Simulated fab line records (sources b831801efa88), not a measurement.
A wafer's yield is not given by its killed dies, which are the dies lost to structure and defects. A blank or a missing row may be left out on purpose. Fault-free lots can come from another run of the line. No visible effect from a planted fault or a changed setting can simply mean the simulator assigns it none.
A struck lot beside a sound one    flow sky130    14 out of 708 route steps
Sound: wafers L223.3, L223.4, L223.6. Struck: wafers L222.1, L222.4, L222.6. Last of all comes the cause.
Per side, at each step with rows, come the tool, then ch with its chambers, and then its first start. Under that, the readings that differ: sound wafers    struck wafers    difference of the means    sigmas: that difference in standard deviations of wafers without a fault.
alike: same words and numbers on both sides, and readings whose means sit less than 2 such deviations apart. not compared: any withheld reading, any reading some wafer has no value for, any bound like >300 that may hide the same value, and any number with overlapping values for which the record gives no deviation.
The two part at a step that has a row with sigmas, a row that says differs or no value, or rows on one side only. Numbers that have no deviation but don't overlap get no sigmas and don't part them. A reading missing from all wafers of one side parts the sides only when that side holds two or more wafers.

first, 6 steps without rows for these wafers: SKY_RES_XHIGH_COAT_02 (resist thk 1140 nm); SKY_RES_XHIGH_SOFTBAKE_03 (time 60 s); SKY_RES_XHIGH_EXPOSE_04 (exposes mask URPM, target cd 1270 nm); SKY_RES_XHIGH_PEB_05; SKY_RES_XHIGH_DEVELOP_06 (develop time 60 s); SKY_RES_XHIGH_IMPLANT_07.
SKY_RES_XHIGH_STRIP_08: strips in O2/N2.
  sound on plasmaAsher-04 ch 0,1, day 30 12:30; struck on plasmaAsher-02 ch 0,1, day 30 10:04
  alike: drypumpMotorCurrentA, oesProductAu, stripTimeToEndpointS
  not compared: rfHoursCounterH
SKY_RES_XHIGH_TW_MEAS_09:
  sound on filmMetro-01 at day 30 12:35; struck on filmMetro-03 at day 30 10:10
  alike: RES_XHIGH_TW
then, 4 steps without rows for these wafers: SKY_SD_N_DEHYDRATE_00 (time 60 s); SKY_SD_N_HMDS_01 (prime time 60 s); SKY_SD_N_COAT_02 (resist thk 1140 nm); SKY_SD_N_SOFTBAKE_03 (time 60 s).
SKY_SD_N_EXPOSE_04: exposes mask NSDM, target cd 380 nm.
  struck on ilineStepper-01, day 31 00:21; sound on ilineStepper-01 ch 0, day 31 02:44
  no value came back on the struck wafers for exposureDoseMJCm2, focusOffsetNm (nm), na; on the sound wafers exposureDoseMJCm2 reads 141.01 140.80 141.00
  alike: mask
after that, 1 step had no rows for these wafers: SKY_SD_N_PEB_05.

## WHERE THEY PART
At SKY_SD_N_EXPOSE_04 and nowhere else, as far as this record goes.

WHY: what had been put in by the simulator
Whole step skipped at SKY_SD_N_EXPOSE_04 on ilineStepper-01, starting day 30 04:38. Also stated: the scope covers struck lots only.
